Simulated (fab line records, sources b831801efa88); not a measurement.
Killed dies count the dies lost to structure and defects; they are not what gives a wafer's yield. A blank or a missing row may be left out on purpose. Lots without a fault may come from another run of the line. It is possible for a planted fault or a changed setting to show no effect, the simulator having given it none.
Chamber matching -- flow sky130 -- 4 sister chambers for SKY_FIELD_ISO_CMP_27 on cmp-02
The step polishes, stops on Si3N4, t overpolish 16 s, target thk 457.8 nm. 4 wafers are shown with their chamber, then 7 later ones without.

== WAFERS WITH THEIR CHAMBER ==
wafer,chamber,motor current A (A)
L398.5,1,14.0
L407.4,3,13.9
L407.6,0,11.3
L412.5,2,12.6

== WAFERS MISSING THEIR CHAMBER ==
wafer,motor current A (A)
L412.6,14.3
L413.2,14.3
L413.3,14.7
L413.4,11.6
L417.4,12.3
L417.5,11.4
L417.6,14.7

== CHAMBER TAKEN BY EACH ==
wafer,from the rows above,in truth
L412.6,can't be placed: 1 or 3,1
L413.2,can't be placed: 1 or 3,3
L413.3,can't be placed: 1 or 3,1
L413.4,can't be placed: 0 or 2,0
L417.4,can't be placed: 2 or 0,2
L417.5,0,0
L417.6,can't be placed: 1 or 3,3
Placed correctly: 1 of 7. Can't be placed from these rows: 6 (the true chamber is among the candidates in 6). Wrongly placed: 0.
How it was worked out, from the rows above alone: a wafer's distance from a chamber is the root of the sum, over the readings, of the square of ((its reading less the chamber's mean) divided by the reading's scatter). If the next closest chamber is less than 2 further off than the closest, the wafer can't be placed; otherwise it belongs to the closest. For every chamber, the mean is computed from those of its wafers that are shown. The scatter (one wafer shown for each chamber): square how far every hidden wafer sits from the nearest shown wafer, average those squares and take the square root.
